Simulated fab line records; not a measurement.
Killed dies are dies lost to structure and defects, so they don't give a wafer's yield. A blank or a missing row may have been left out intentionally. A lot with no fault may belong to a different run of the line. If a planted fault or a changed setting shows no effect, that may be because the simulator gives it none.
Comparing a struck lot with a sound one ; flow sky130 ; 15 out of 708 route steps
Sound: the wafers L238.2, L238.3, L238.4. The struck wafers were L242.1, L242.2, L242.5. At the end, the cause is stated.
For every step that has rows: the tool of each side, followed by ch and its chambers, followed by its first start. Under that, the readings that differ: sound wafers ; struck wafers ; difference of the means ; sigmas: that difference in standard deviations of wafers without a fault.
alike: same words and numbers on both sides, and readings whose means sit less than 2 such deviations apart. not compared: any withheld reading, any reading some wafer has no value for, any bound like >300 that may hide the same value, and any number with overlapping values for which the record gives no deviation.
Wherever a step has rows on one side only, a row that says differs or no value, or a row with sigmas, the two part there. Numbers that don't overlap but have no deviation are shown without sigmas and don't part them. A reading that every wafer of one side lacks parts them only if that side has two wafers or more.

first, 2 steps without rows for these wafers: SKY_LDD_HVP_PEB_05; SKY_LDD_HVP_DEVELOP_06 (develop time 60 s).
SKY_LDD_HVP_OVL_MEAS_07:
  struck on overlay-01, day 25 18:32; sound on overlay-02, day 23 23:04
  alike: LDD_HVP_OVL
next, for these wafers, 1 step has no rows: SKY_LDD_HVP_IMPLANT_08.
SKY_LDD_HVP_STRIP_09: strips in O2/N2.
  sound on plasma-asher-04 ch 0,1, day 23 23:15; struck on plasma-asher-04 ch 0,1, day 25 18:44
  alike: drypump-motor-current-A, oes-product-au, strip-time-to-endpoint-s
  not compared: rf-hours-counter-h
SKY_LDD_HVP_TW_MEAS_10:
  struck on film-metro-02, day 25 18:50; sound on film-metro-04, day 23 23:22
  alike: LDD_HVP_TW
then, 6 steps without rows for these wafers: SKY_LDD_LDN_DEHYDRATE_00 (time 60 s); SKY_LDD_LDN_HMDS_01 (prime time 60 s); SKY_LDD_LDN_COAT_02 (resist thk 1140 nm); SKY_LDD_LDN_SOFTBAKE_03 (time 60 s); SKY_LDD_LDN_EXPOSE_04 (exposes mask LDNTM, target cd 700 nm); SKY_LDD_LDN_PEB_05.
SKY_LDD_LDN_DEVELOP_06: develop time 60 s.
  sound on litho-track-04 ch 0, day 25 06:16; struck on litho-track-04 ch 0, day 27 01:32
reading;sound;struck;difference;sigmas
developer-temp-C (C);23.05 22.95 23.14;22.10 22.09 22.07;-0.96;-10
SKY_LDD_LDN_OVL_MEAS_07:
  struck on overlay-01, day 27 01:41; sound on overlay-02, day 25 06:23
  alike: LDD_LDN_OVL
SKY_PAD_OPEN_PROBE_99:
  rows exist in the record for the sound wafers here (prober-02, day 48 05:22), none for the struck ones

## WHERE THEY PART
Earliest at SKY_LDD_LDN_DEVELOP_06; latest, in this record, at SKY_PAD_OPEN_PROBE_99.

WHY: the cause the simulator had injected
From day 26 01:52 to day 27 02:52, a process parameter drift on litho-track-04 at SKY_LDD_LDN_DEVELOP_06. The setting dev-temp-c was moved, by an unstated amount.
